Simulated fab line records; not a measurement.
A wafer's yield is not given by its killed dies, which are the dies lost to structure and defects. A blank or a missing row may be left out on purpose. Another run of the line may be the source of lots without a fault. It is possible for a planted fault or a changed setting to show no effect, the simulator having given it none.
Problem report in the 8D (eight disciplines) form, filled by code	flow gf180mcu	the parts of the form that need people (team, actions taken, sign-off) are left out

1. WHAT IS WRONG
At GF_V5_SOFTBAKE_10, run length s averages 92.93 s over 3 wafers from 2 lots, while fault-free wafers read 89.01 s, standard deviation 0.22. That puts it +18 standard deviations away from the usual mean.
The step: time 60 s.
Seen first at day 29 14:00 on litho track-03, wafer L814.5. The record has a number at this step for 39 wafers belonging to 13 lots. By rule, "out" or "out of limits" means more than 4 standard deviations away from the usual mean. All remaining wafers that have a number are taken as sound.

2. WHAT IT IS, AND WHAT IT ISN'T
question	is	is not
which readings at this step	run length s	chill plate temp C, heater power total W
which lots	L814, L815	L805, L806, L807, L809, L810, L811, L812, L813, L825, L827, L828
which wafers of those lots	L814.5, L815.1, L815.5	L814.3, L814.4, L815.6
read on which tools	litho track-03	litho track-02, litho track-04
when	from day 29 14:00	up to then (26 sound wafers); but 10 sound wafers of L815, L825, L827, L828 came after

3. THE SUSPECTS, EACH WITH WHAT RULES IT OUT
Counting: a tool at a process step up to the reading stays a suspect if it ran every lot that is out. Sound lots after the first of them don't rule it out here, since some wafers of a struck lot are sound.
- litho track-03 at GF_V5_SOFTBAKE_10 (time 60 s): kept. Ran every lot that is out, first one L814 (day 29 14:00); last sound lot up to then L813 (day 29 13:00). On those wafers its own readings are out: run length s.
The count leaves litho track-03 at GF_V5_SOFTBAKE_10.

4. THE CAUSE (what the simulator had put in)
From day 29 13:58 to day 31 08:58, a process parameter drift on litho track-03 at GF_V5_SOFTBAKE_10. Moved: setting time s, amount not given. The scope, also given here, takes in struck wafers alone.
The count eliminated every tool but this one.

5. THE CHAIN OF EFFECTS, in route order
One row per reading whose mean, taken over the struck wafers that have a number, lies over 3 standard deviations from the usual. Only readings whose record carries a usual standard deviation are examined. hours: median over the lots of the time between each lot's start at the first step of this table that gives one and its start at this step. sigmas: the change, counted in usual standard deviations.
hours	step	reading	usual	on struck wafers	change	sigmas
0	GF_V5_SOFTBAKE_10	run length s	89.01 s	92.93	+3.92	+18
It contains these process steps:
- GF_V5_SOFTBAKE_10: time 60 s.
Later measuring or inspecting steps at which every struck wafer that the step has a row for has a number for every such reading, and none has moved that far: GF_V5_OVL_MEAS_15.

6. HOW IT WOULD HAVE BEEN CAUGHT EARLIER
First out-of-limits reading in this record: day 29 14:00, which is 0 hours after fault onset at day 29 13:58.
